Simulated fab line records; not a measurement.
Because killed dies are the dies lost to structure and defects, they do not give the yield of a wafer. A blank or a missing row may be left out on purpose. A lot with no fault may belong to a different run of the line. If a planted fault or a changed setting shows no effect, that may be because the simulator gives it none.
The same fault as seen by 2 desks || flow gf180mcu || only its own numbers are on each desk; what lay behind them is given at the end

METROLOGY DESK
Lot by lot, what the gauges showed, no matter which tool ran the lot: averages of those sampled wafers that carry a number. If a lot's mean is further than 4 standard deviations from the usual mean, the lot is out of limits and carries the mark OUT (the distance appears in the brackets).
Columns: A = V1_W_THK at GF_V1_THK_MEAS_25, usual 335 nm
{"lot": "L765", "first seen here": "day 17 21:20", "A": 341}
{"lot": "L766", "first seen here": "day 18 10:47", "A": 336}
{"lot": "L767", "first seen here": "day 19 00:48", "A": 336}
{"lot": "L769", "first seen here": "day 19 18:01", "A": 335}
{"lot": "L770", "first seen here": "day 20 01:58", "A": 337}
{"lot": "L775", "first seen here": "day 22 00:19", "A": 328}
{"lot": "L782", "first seen here": "day 24 11:30", "A": 335}
{"lot": "L783", "first seen here": "day 24 13:59", "A": 326}
{"lot": "L784", "first seen here": "day 24 22:58", "A": 345}
{"lot": "L785", "first seen here": "day 25 08:25", "A": 325}
{"lot": "L787", "first seen here": "day 25 23:43", "A": 340}
{"lot": "L788", "first seen here": "day 26 05:26", "A": 343}
Finding of this desk: none of the 12 lots has anything out of limits.

FOR THE TOOL OWNER'S DESK: lithoTrack-02
The tool's own readings at GF_VT_IMPLANT_DEVELOP_17 (develop time 60 s): means of the sampled wafers that have a number, for each lot that ran on this tool. If a lot's mean is further than 4 standard deviations from the usual mean, the lot is out of limits and carries the mark OUT (the distance appears in the brackets).
Columns: A = chillPlateTempC at GF_VT_IMPLANT_DEVELOP_17, usual 23.00 C
{"lot": "L765", "first seen here": "day 6 05:31", "A": 23.17}
{"lot": "L769", "first seen here": "day 7 06:44", "A": 23.04}
{"lot": "L775", "first seen here": "day 8 19:49", "A": 22.99}
{"lot": "L783", "first seen here": "day 10 22:16", "A": 23.11}
{"lot": "L785", "first seen here": "day 11 15:52", "A": 23.05}
{"lot": "L788", "first seen here": "day 12 06:37", "A": 23.02}
Finding of this desk: none of the 6 lots has anything out of limits.

ALL TOGETHER
The metrology desk saw nothing out of limits.
Nothing out of limits was seen by the tool owner's desk.

WHAT THE SIMULATOR PUT IN
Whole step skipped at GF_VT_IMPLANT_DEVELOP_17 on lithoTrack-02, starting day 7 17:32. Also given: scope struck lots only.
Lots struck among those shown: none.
